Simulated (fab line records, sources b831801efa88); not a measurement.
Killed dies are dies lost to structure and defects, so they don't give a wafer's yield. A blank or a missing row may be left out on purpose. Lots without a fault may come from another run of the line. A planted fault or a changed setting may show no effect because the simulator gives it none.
Problem report in the 8D (eight disciplines) form, filled by code | flow sky130 | the parts of the form that need people (team, actions taken, sign-off) are left out

1. THE PROBLEM
CAPM_TIN_RS at SKY_CAPM_RS_MEAS_03 reads a mean of 4.61 ohm/sq on 2 wafers of 2 lots; wafers without a fault read 6.92 ohm/sq with a standard deviation of 0.098. That is -24 standard deviations from the usual mean.
The step: measures by four-point-probe.
First seen on wafer L598.3, day 39 05:29, on film_metro-02. The record holds 30 wafers of 10 lots with a number at this step. Rule for "out", or "out of limits": more than 4 standard deviations from the usual mean. The other wafers with a number count as sound.

2. WHAT IT IS AND WHAT IT IS NOT
question                    | is                           | is not
which readings at this step | CAPM_TIN_RS                  | -
which lots                  | L598, L599                   | L589, L590, L593, L604, L607, L609, L610, L612
which wafers of those lots  | L598.3, L599.3               | L598.2, L598.5, L599.2, L599.5
read on which gauges        | film_metro-01, film_metro-02 | film_metro-04
when                        | from day 39 05:29            | up to then (11 sound wafers); but 17 sound wafers of L599, L604, L607, L609, L610, L612 came after

3. SUSPECTS, AND WHAT RULES EACH OUT
Counting: a tool at a process step up to the reading stays a suspect if it ran every lot that is out. Sound lots after the first of them don't rule it out here, since some wafers of a struck lot are sound.
- the gauge at SKY_CAPM_RS_MEAS_03: ruled out. The wafers that are out were read on 2 gauges (film_metro-01, film_metro-02).
- plasma_asher-04 at SKY_VIA1_STRIP_16 (strips in O2/N2): kept. It ran every lot that is out, first L598 (day 36 21:36); its last sound lot up to then is L589 (day 34 00:52).
- pvd_sputter-03 at SKY_CAPM_SPUTTER_02 (material TiN, target thk 200 nm, time 166.7 s): kept. It ran every lot that is out, first L598 (day 39 05:21); its last sound lot up to then is L593 (day 38 01:09).
Left after counting: plasma_asher-04 at SKY_VIA1_STRIP_16, pvd_sputter-03 at SKY_CAPM_SPUTTER_02.

4. THE CAUSE (what the simulator had put in)
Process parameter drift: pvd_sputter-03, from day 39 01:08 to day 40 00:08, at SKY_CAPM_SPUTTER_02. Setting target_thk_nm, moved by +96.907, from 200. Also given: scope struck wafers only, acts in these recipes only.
Counting left 2 suspects, and this tool is among them.

5. THE CHAIN OF EFFECTS, in route order
Each row: a reading whose mean over the struck wafers that have a number lies more than 3 standard deviations from the usual. Only readings for which the record gives a usual standard deviation are gone through. hours: the time from each lot's start at the first step in this table that gives one to its start at this step, as a median over the lots. sigmas: the change in usual standard deviations.
hours | step                   | reading            | usual       | on struck wafers | change | sigmas
0     | SKY_CAPM_RS_MEAS_03    | CAPM_TIN_RS        | 6.92 ohm/sq | 4.61             | -2.31  | -24
0     | SKY_CAPM_THK_MEAS_04   | CAPM_TIN_THK       | 193.9 nm    | 288.1            | +94.2  | +34
24    | SKY_CAPM_METAL_ETCH_13 | oes_product_au     | 0.941 a.u.  | 0.990            | +0.049 | +5.5
24    | SKY_CAPM_METAL_ETCH_13 | throttle_valve_pct | 21.902 %    | 21.866           | -0.036 | -3.3
The process steps in it:
- SKY_CAPM_METAL_ETCH_13: etches TiN in Cl2/BCl3, stops on SiO2, target depth 220 nm, time 62.9 s.

6. WHAT WOULD HAVE CAUGHT IT SOONER
In this record the first reading out of limits at a measuring or inspecting step was taken at day 39 05:29, 4 hours after the fault began at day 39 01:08.
Of the tool readings at SKY_CAPM_SPUTTER_02 for which the record gives a usual standard deviation, none was out on any struck wafer, so an alarm limit of 4 standard deviations on them would not have fired.
Of the lots that are out (2), L599 began SKY_CAPM_SPUTTER_02 on pvd_sputter-03 after day 39 05:29. A hold on the tool at that time would have spared it.
